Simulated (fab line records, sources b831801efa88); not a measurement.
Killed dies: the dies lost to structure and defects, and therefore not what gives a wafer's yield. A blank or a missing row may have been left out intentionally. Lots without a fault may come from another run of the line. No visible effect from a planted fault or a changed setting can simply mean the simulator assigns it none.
fab line records | flow sfq-line
[record] lots = 14 wafers = 40 last-day = 92
route steps=325 shown R5@225 M6@263 I6@267
lots with no fault: from the same line, run without faults
start-h: hours from the record's opening day to when the first of the lot's shown wafers began | wait-h: hours since the lot's step before | " as in the row above | L1.1+2: a row that stands for several wafers | - no value, or no start given | * or withheld: withheld | < > ~ a bound
route shown NAME@n: NAME is a module with steps in the file, n the number in the route of the first one | usual: average and standard deviation across the fault-free wafers | same: alike in all rows | chamber/n: place in a boat | sites: readings site by site | _std_site: standard deviation of those values | _edge_site: inner sites' mean taken away from outer sites' mean | radius-mm: for every site, how far away it sits from the centre of the wafer | mask NAME#n: copy n | behind: tool/chamber where the wafer was last shaped | hold: the reason the lot was held/the length of the hold in hours/how it ended | device: which transistor (n, p or np) failed to switch | end of line: the route-end tests of the same wafers | step lacking rows: just its recipe | killed: at the first sort, the dies lost to defects and structure; wafer yield is something else | map: the dies of a wafer, with x for killed, . for not killed, _ for no die there
set.NAME: the setting as run; set.NAME@STEP: as run at that earlier step | model.NAME: the simulator's own value behind a step, which no gauge read
one table for each step of the route and one row for each wafer, over a sample of lots
services: a tool's chamber out of use, with start hour (start-h, from the record's first day; less than 0 if before it), hours out, and reason
[[steps]]
[step SFQ_TRILAYER_R5_ETCH_METAL_ETCH_139]
[recipe] stop-on = SiO2 mask-material = PR chemistry = Cl2 target-depth-nm = 60 icp-w = 600 bias-w = 80 pressure-mtorr = 10 time-s = 40
[usual] drypump-motor-current-A = 5.89/0.27 oes-product-au = 0.990/0.0058
// columns lot.wafer tool chamber start-h wait-h drypump-motor-current-A oes-product-au rf-hours-counter-h
L798.2 rie-metal-04 1 1436.95 0.0 6.16 0.993 5
L798.5 " 0 " " 5.79 0.997 -
L798.6 " 1 " " 6.18 0.994 -
L799.2 rie-metal-03 1 1439.87 0.0 5.70 0.985 11
L799.5 " 1 " " 5.73 0.996 -
L799.6 " 0 " " 5.96 0.997 -
L800.1 rie-metal-02 1 1441.07 0.0 6.30 1.002 32
L800.4 " 0 " " 5.45 0.990 -
L800.5 " 1 " " 6.32 0.996 -
L803.4 rie-metal-04 1 1571.03 0.0 6.18 0.994 -
L803.5 " 1 " " 6.18 0.992 -
L803.6 " 0 " " 5.77 0.985 -
L807.3 rie-metal-03 0 1581.83 0.0 5.91 0.989 -
L807.6 " 0 " " 5.90 0.987 -
L808.1 rie-metal-02 1 1584.21 0.0 6.29 0.995 53
L808.4 " 1 " " 6.31 0.988 -
L808.6 " 1 " " 6.31 0.996 -
L809.1 rie-metal-04 1 1585.41 0.0 6.17 0.998 25
L809.3 " 1 " " 6.13 0.991 -
L813.1 rie-metal-02 1 1595.01 0.0 6.32 0.984 54
L813.2 " 0 " " 5.48 0.984 10
L813.5 " 1 " " 6.30 0.988 -
L816.1 rie-metal-04 1 1662.46 0.0 6.17 0.988 35
L816.3 " 0 " " 5.78 0.985 -
L816.6 " 0 " " 5.79 0.979 -
L817.2 rie-metal-02 0 1668.46 0.0 5.48 0.984 18
L817.5 " 0 " " 5.48 0.980 -
L817.6 " 1 " " 6.30 1.003 -
L818.1 rie-metal-03 0 1715.13 0.0 5.87 0.986 79
L818.3 " 1 " " 5.77 0.994 -
L818.5 " 1 " " 5.72 0.993 -
L819.2 rie-metal-03 0 1728.33 0.0 5.89 0.994 81
L819.4 " 0 " " 5.89 0.982 -
L819.6 " 1 " " 5.72 0.992 -
L820.3 rie-metal-03 0 1730.75 0.0 5.87 0.993 -
L820.4 " 1 " " 5.79 0.990 -
L820.5 " 1 " " 5.77 0.996 -
L821.2 rie-metal-04 0 1736.73 0.0 5.75 0.977 73
L821.3 " 0 " " 5.79 0.978 -
L821.5 " 1 " " 6.15 0.988 -
[step SFQ_TRILAYER_M6_ETCH_METAL_ETCH_162]
[recipe] target = Nb stop-on = SiO2 mask-material = PR chemistry = Cl2/Ar target-depth-nm = 240 icp-w = 600 bias-w = 80 pressure-mtorr = 10 time-s = 120
[usual] drypump-motor-current-A = 5.76/0.29 oes-product-au = 0.894/0.0066
// columns lot.wafer tool chamber start-h wait-h drypump-motor-current-A oes-product-au rf-hours-counter-h
L798.2 rie-metal-02 1 1680.20 0.0 6.32 0.901 64
L798.5 " 0 " " 5.48 0.897 -
L798.6 " 1 " " 6.31 0.899 -
L799.2 rie-metal-01 1 1789.03 0.0 5.43 0.891 89
L799.5 " 0 " " 5.50 0.880 -
L799.6 " 1 " " 5.43 0.875 -
L800.1 rie-metal-02 1 1793.83 0.0 6.30 0.890 82
L800.4 " 0 " " 5.45 0.899 -
L800.5 " 0 " " 5.47 0.894 -
L803.4 rie-metal-02 1 1802.28 0.1 6.30 0.883 -
L803.5 " 1 " " 6.27 0.878 -
L803.6 " 0 " " 5.48 0.888 -
L807.3 rie-metal-02 0 1813.08 0.1 5.47 0.897 -
L807.6 " 1 " " 6.30 0.901 -
L808.1 rie-metal-03 0 1814.23 0.0 5.89 0.885 95
L808.4 " 1 " " 5.77 0.895 -
L808.6 " 0 " " 5.90 0.893 -
L809.1 rie-metal-01 1 1815.43 0.0 5.44 0.899 96
L809.3 " 1 " " 5.44 0.898 -
L813.1 rie-metal-01 1 1826.23 0.0 5.47 0.904 98
L813.2 " 0 " " 5.52 0.901 120
L813.5 " 0 " " 5.51 0.892 -
L816.1 rie-metal-03 1 1888.42 0.0 5.79 0.902 71
L816.3 " 1 " " 5.77 0.900 -
L816.6 " 0 " " 5.91 0.901 -
L817.2 rie-metal-01 1 1892.66 0.0 5.45 0.886 108
L817.5 " 1 " " 5.47 0.898 -
L817.6 " 0 " " 5.53 0.888 -
L818.1 rie-metal-01 0 1920.26 0.0 5.54 0.907 133
L818.3 " 0 " " 5.52 0.906 -
L818.5 " 1 " " 5.46 0.903 -
L819.2 rie-metal-03 0 1933.71 0.0 5.91 0.903 112
L819.4 " 0 " " 5.89 0.903 -
L819.6 " 1 " " 5.72 0.902 -
L820.3 rie-metal-03 1 1939.76 0.1 5.73 0.895 -
L820.4 " 0 " " 5.91 0.886 -
L820.5 " 0 " " 5.94 0.886 -
L821.2 rie-metal-03 0 1949.31 0.0 5.92 0.893 113
L821.3 " 0 " " 5.91 0.897 -
L821.5 " 1 " " 5.76 0.903 -
[step SFQ_TRILAYER_I6_CMP_CMP_166]
[recipe] material = SiO2 down-force-psi = 3 platen-rpm = 60 pad-velocity-m-s = 0.94248
[usual] motor-current-A = 10.1/1 retaining-ring-pressure-frac = 0.999/0.0049 time-to-endpoint-s = 216/6.7
// columns lot.wafer tool chamber start-h wait-h motor-current-A retaining-ring-pressure-frac time-to-endpoint-s
L798.2 cmp-01 0 1681.70 0.5 9.5 0.999 203
L798.6 " 3 1683.20 2.0 10.8 0.994 213
L798.5 " 0 " " 9.4 0.998 225
L799.2 cmp-02 3 1791.51 1.5 11.5 0.998 213
L799.6 " 0 " " 10.5 0.994 226
L799.5 " 1 " " 9.4 0.999 218
L800.4 cmp-02 2 1796.01 1.2 8.3 1.000 221
L800.1 " 0 1797.01 2.2 11.0 1.011 222
L800.5 " 3 1798.51 3.7 10.8 0.994 221
L803.4 cmp-01 0 1807.45 4.1 9.2 1.001 216
L803.6 " 0 1809.45 6.1 9.5 0.998 219
L803.5 " 1 " " 11.4 1.005 224
L807.3 cmp-01 3 1821.01 7.0 10.7 1.001 120
L807.6 " 3 1823.01 9.0 10.1 0.997 219
L808.1 cmp-01 2 1824.01 8.7 10.4 0.988 116
L808.4 " 1 1825.51 10.1 11.0 1.005 217
L808.6 " 3 1826.51 11.1 10.0 0.996 218
L809.3 cmp-01 0 1827.51 11.1 9.4 0.998 117
L809.1 " 2 1828.51 12.1 10.0 0.997 114
L813.1 cmp-02 0 1842.80 15.5 10.7 1.006 225
L813.2 " 1 " " 10.0 1.004 216
L813.5 " 0 1844.80 17.4 10.2 1.005 227
L816.3 cmp-01 3 1891.27 1.9 10.2 0.998 210
L816.1 " 0 " " 9.3 1.007 213
L816.6 " 3 1893.27 3.9 9.8 1.003 219
L817.2 cmp-02 3 1893.67 0.1 11.1 0.993 208
L817.5 " 3 1895.67 2.0 11.4 0.997 219
L817.6 " 0 " " 10.5 1.003 225
L818.1 cmp-02 1 1923.33 2.1 9.5 1.002 222
L818.3 " 2 " " 8.0 0.998 218
L818.5 " 1 1925.33 4.1 9.9 1.002 220
L819.2 cmp-02 3 1935.19 0.5 10.8 1.014 208
L819.4 " 1 1936.19 1.5 9.4 0.998 213
L819.6 " 2 " " 8.2 0.997 219
L820.3 cmp-01 0 1941.69 1.0 9.1 0.999 223
L820.4 " 1 " " 10.7 1.003 225
L820.5 " 2 " " 10.4 0.999 217
L821.3 cmp-02 0 1950.31 0.0 10.6 0.997 218
L821.2 " 2 1951.31 1.0 7.7 1.001 215
L821.5 " 0 1952.31 2.0 9.8 0.999 221
[step SFQ_I6_BOW_MEAS_941]
[recipe] mode = bow
[usual] I6_BOW = 6/11
// columns lot.wafer tool chamber start-h wait-h I6_BOW[um]
L798.2 film-metro-01 - 1684.22 2.0 1
L798.5 " - " " 2
L798.6 " - " " 2
L799.2 film-metro-01 - 1793.03 1.0 6
L799.5 " - " " 14
L799.6 " - " " 6
L800.1 film-metro-03 - 1799.01 1.5 -3
L800.4 " - " " -7
L800.5 " - " " -13
L803.4 film-metro-01 - 1810.51 2.6 18
L803.5 " - " " 15
L803.6 " - " " 19
L807.3 film-metro-01 - 1824.05 2.5 -1
L807.6 " - " " -3
L808.1 film-metro-03 - 1827.01 2.5 -12
L808.4 " - " " 0
L808.6 " - " " -9
L809.1 film-metro-01 - 1830.01 1.0 6
L809.3 " - " " 13
L813.1 film-metro-04 - 1845.30 2.0 9
L813.2 " - " " 16
L813.5 " - " " 28
L816.1 film-metro-03 - 1893.77 1.5 7
L816.3 " - " " 2
L816.6 " - " " 6
L817.2 film-metro-01 - 1896.69 2.5 14
L817.5 " - " " 27
L817.6 " - " " 7
L818.1 film-metro-04 - 1926.33 2.5 -1
L818.3 " - " " 6
L818.5 " - " " 0
L819.2 film-metro-04 - 1937.71 2.0 -8
L819.4 " - " " 12
L819.6 " - " " 9
L820.3 film-metro-04 - 1943.73 1.5 1
L820.4 " - " " 10
L820.5 " - " " 5
L821.2 film-metro-04 - 1953.33 1.5 -13
L821.3 " - " " -3
L821.5 " - " " -3
[[services]]
// columns tool chamber start-h hours kind
cmp-02 - 1426.18 0.6 repair
cmp-01 - 1441.41 6.5 pm
cmp-01 - 1447.92 4.0 pm
cmp-02 - 1565.83 1.4 repair
cmp-02 - 1573.40 1.8 repair
cmp-01 - 1585.98 0.5 repair
cmp-02 - 1599.08 4.0 pm
cmp-01 - 1618.33 4.1 pm
rie-metal-03 - 1633.16 1.1 repair
rie-metal-03 - 1668.01 2.4 repair
rie-metal-03 - 1672.82 28.1 pm
cmp-02 - 1676.48 1.2 repair
rie-metal-03 - 1716.63 1.1 repair
cmp-02 - 1740.95 1.9 repair
cmp-02 - 1746.42 1.0 repair
cmp-02 - 1757.83 4.7 pm
cmp-01 - 1787.92 4.0 pm
cmp-01 - 1798.74 2.7 repair
rie-metal-02 1 1848.49 3.1 repair
cmp-01 - 1866.36 0.3 repair
cmp-02 - 1907.58 3.4 repair
rie-metal-03 - 1921.86 2.8 pm
cmp-02 - 1930.16 0.3 repair
cmp-02 - 1939.08 4.0 pm
[[key]]
[first-sign] step = SFQ_TRILAYER_I6_CMP_CMP_166 reading = time-to-endpoint-s direction = down sigmas = 15 usual = * struck = *
effect none on later readings
met-at SFQ_TRILAYER_I6_CMP_CMP_166
struck-lots L807,L808,L809
struck-wafers L807.3,L808.1,L809.1,L809.3
not-acting-at SFQ_TRILAYER_R5_ETCH_METAL_ETCH_139,SFQ_TRILAYER_M6_ETCH_METAL_ETCH_162,SFQ_I6_BOW_MEAS_941
onset-between 1807.45 1821.01
[fault] kind = process-parameter-drift tool = cmp-01 chamber = - onset-h = 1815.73 steps = SFQ_TRILAYER_I6_CMP_CMP_166 channel = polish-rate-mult offset = 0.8 shape = step end-h = 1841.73 scope = struck-wafers-only
